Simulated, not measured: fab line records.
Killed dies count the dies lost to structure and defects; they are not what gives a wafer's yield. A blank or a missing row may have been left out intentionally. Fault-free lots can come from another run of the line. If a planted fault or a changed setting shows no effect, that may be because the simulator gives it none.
Matching of chambers	flow gf180mcu	rie_si-01 running GF_STI_ETCH_14: 4 sister chambers
The step etches Si in HBr/Cl2/O2, target depth 360 nm, time 102.9 s. 18 wafers are shown with their chamber, then 8 later ones without.

WAFERS WITH THEIR CHAMBER
wafer	chamber	drypump_motor_current_A (A)	throttle_valve_pct (%)	oes_product_au (a.u.)
L233.4	1	6.5	25.666	0.997
L233.5	2	6.4	25.664	0.997
L233.6	3	5.1	25.668	1.014
L235.1	3	5.2	25.656	1.005
L235.3	2	6.4	25.653	1.001
L235.5	0	5.3	25.660	0.994
L236.4	0	5.4	25.646	0.994
L236.5	0	5.4	25.651	0.995
L237.1	3	5.2	25.674	1.002
L237.3	1	6.5	25.666	0.997
L237.6	1	6.5	25.658	0.993
L243.1	0	5.4	25.663	1.004
L243.3	3	5.1	25.663	0.996
L243.6	0	5.4	25.658	0.992
L244.2	3	5.1	25.654	1.001
L244.3	2	6.4	25.636	1.011
L244.6	2	6.4	25.653	0.998
L250.1	2	6.4	25.649	0.989

SIGNATURES (means of the wafers above)
reading	chamber 0	chamber 1	chamber 2	chamber 3	scatter within a chamber
drypump_motor_current_A	5.380	6.500	6.400	5.140	0.0378
throttle_valve_pct	25.65560	25.66333	25.65100	25.66300	0.0081
oes_product_au	0.99580	0.99567	0.99920	1.00360	0.00615
Rule: for a wafer and a chamber, the distance is found by dividing, reading by reading, the gap between the wafer's reading and the chamber's mean by the reading's scatter, squaring, summing and taking the root. If the next closest chamber is less than 2 further off than the closest, the wafer can't be placed; otherwise it belongs to the closest. The scatter: take each reading less its chamber's mean, square it, sum over the shown wafers, divide by the number of wafers less the number of chambers, and take the root.

WAFERS MISSING THEIR CHAMBER
wafer	drypump_motor_current_A (A)	throttle_valve_pct (%)	oes_product_au (a.u.)
L250.2	6.5	25.652	1.002
L250.6	5.1	25.669	0.999
L251.1	5.1	25.651	1.009
L251.2	5.4	25.639	0.999
L251.5	6.5	25.651	0.996
L252.3	6.5	25.656	0.995
L252.4	6.4	25.673	0.995
L252.5	5.4	25.672	0.995

WHICH CHAMBER EACH ONE RAN IN
wafer	from the rows above	in truth
L250.2	can't be placed: 1 or 2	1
L250.6	3	3
L251.1	3	3
L251.2	0	0
L251.5	can't be placed: 1 or 2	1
L252.3	can't be placed: 1 or 2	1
L252.4	can't be placed: 2 or 1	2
L252.5	0	0
Correctly placed: 4 of 8. From these rows, 4 cannot be placed; in 4 the true chamber is one of the candidates. 0 placed wrongly.
